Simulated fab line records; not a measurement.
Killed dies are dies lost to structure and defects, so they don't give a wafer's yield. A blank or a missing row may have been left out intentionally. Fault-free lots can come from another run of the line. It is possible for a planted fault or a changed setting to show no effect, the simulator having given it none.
A lot that was struck, set against a sound lot || flow sky130 || 15 steps out of a route of 708
Sound: these wafers, L691.2, L691.3, L691.5. The struck wafers were L710.2, L710.4. The cause is named last.
At each step with rows: each side's tool, then ch and its chambers, then its first start. Under that, the readings that differ: sound wafers || struck wafers || difference of the means || sigmas: that difference in standard deviations of wafers without a fault.
alike: readings with means less than 2 such deviations apart, plus words and numbers identical on both sides. not compared: withheld readings, readings lacking a value on some wafer, bounds such as >300 that could conceal the same value, and numbers that have no deviation in the record and whose values overlap.
A row with sigmas, a row that says differs or no value, or rows on one side alone: a step with any of these is where the two part. When numbers do not overlap yet have no deviation, they are printed without sigmas and do not part them. A reading missing from all wafers of one side parts the sides only when that side holds two or more wafers.

first, 8 steps without rows for these wafers: SKY_FIELD_ISO_DEHYDRATE_05 (time 60 s); SKY_FIELD_ISO_HMDS_06 (prime time 60 s); SKY_FIELD_ISO_COAT_07 (resist thk 60 nm); SKY_FIELD_ISO_COAT_08 (resist thk 450 nm); SKY_FIELD_ISO_SOFTBAKE_09 (time 90 s); SKY_FIELD_ISO_EXPOSE_10 (exposes mask FOM, target cd 150 nm); SKY_FIELD_ISO_PEB_11; SKY_FIELD_ISO_DEVELOP_12 (develop time 60 s).
SKY_FIELD_ISO_CD_MEAS_13: the cd target is 150 nm.
  sound on cd-sem-02, day 2 03:59; struck on cd-sem-01, day 6 08:55
  alike: cd-nm
SKY_FIELD_ISO_ETCH_14: etches BARC in N2/H2, stops on SiO2, time 45.9 s, target depth 60 nm.
  sound on rie-diel-03 ch 1,2,3, day 2 04:05; struck on rie-diel-01 ch 0,2, day 6 09:01
  alike: drypump-motor-current-A, h2-flow-sccm, oes-product-au, run-length-s, throttle-valve-pct
  not compared: rf-hours-counter-h
SKY_FIELD_ISO_ETCH_15: etches the open film in CHF3/O2, stops on Si, target depth 180 nm, time 72 s.
  sound on rie-diel-03 ch 1,2,3, day 2 04:08; struck on rie-diel-01 ch 0,2, day 6 09:04
  alike: drypump-motor-current-A, oes-product-au, run-length-s, throttle-valve-pct
  not compared: rf-hours-counter-h
SKY_FIELD_ISO_STRIP_16: strips in O2/N2.
  sound on plasma-asher-01 ch 0,1, day 2 04:11; struck on plasma-asher-03 ch 0,1, day 6 09:07
  alike: drypump-motor-current-A, oes-product-au, strip-time-to-endpoint-s
  not compared: rf-hours-counter-h
SKY_FIELD_ISO_ETCH_17: etches Si in HBr/Cl2/O2, target depth 342 nm, time 97.7 s.
  sound on rie-si-01 ch 1,2,3, day 2 04:17; struck on rie-si-01 ch 1,2, day 6 09:13
{"reading": "run-length-s (s)", "sound": "126.4 125.6 125.6", "struck": "128.9 129.0", "difference": "+3.1", "sigmas": "+8"}
  alike: HBr_flow_sccm, drypump-motor-current-A, oes-product-au, throttle-valve-pct
  not compared: rf-hours-counter-h, model.FIELD_ISO.feature-depth-nm, model.etch.depth-nm
then, 1 step without rows for these wafers: SKY_FIELD_ISO_WET_ETCH_18 (etches Si3N4 in H3PO4, target depth 25 nm, time 286 s).
-- here the record skips 44 days between the struck wafers' starts before and after, leaving off in module FIELD_ISO and picking up in module PAD_OPEN (first step shown: number 708 of the route) --
SKY_PAD_OPEN_PROBE_99:
  sound on prober-02, day 44 18:47; struck on prober-02, day 50 10:44
{"reading": "killed_at_M0_to_M3", "sound": "46 47 60", "struck": "44 25", "difference": -16, "sigmas": -2}
{"reading": "killed-dies", "sound": "102 97 105", "struck": "87 67", "difference": -24, "sigmas": -3}
{"reading": "killed-short", "sound": "49 39 56", "struck": "40 29", "difference": -14, "sigmas": -2}
{"reading": "model.etest.res_p_drift_20v.line-ohm-um", "sound": "1.134e+04 1.176e+04 1.16e+04", "struck": "1.23e+04 1.197e+04", "difference": "+5.68e+02", "sigmas": ""}
{"reading": "model.etest.cap-poly-to-well.c-af-um2", "sound": "92.41 89.91 90.63", "struck": "87.06 87.68", "difference": -3.61, "sigmas": ""}
  alike: killed_at_M4_up, killed-at-contacts, killed-at-front-end, killed-at-other, killed-open
  not compared: model.etest.res_p_drift_20v.rs-ohm-sq, model.etest.pfet_16v.r-on-ohm-um

== WHERE THEY PART ==
At SKY_FIELD_ISO_ETCH_17 first; at SKY_PAD_OPEN_PROBE_99 last (within this record only).

WHY: what had been put in by the simulator
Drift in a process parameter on rie-si-01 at SKY_FIELD_ISO_ETCH_17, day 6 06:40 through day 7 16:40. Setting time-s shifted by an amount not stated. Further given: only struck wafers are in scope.
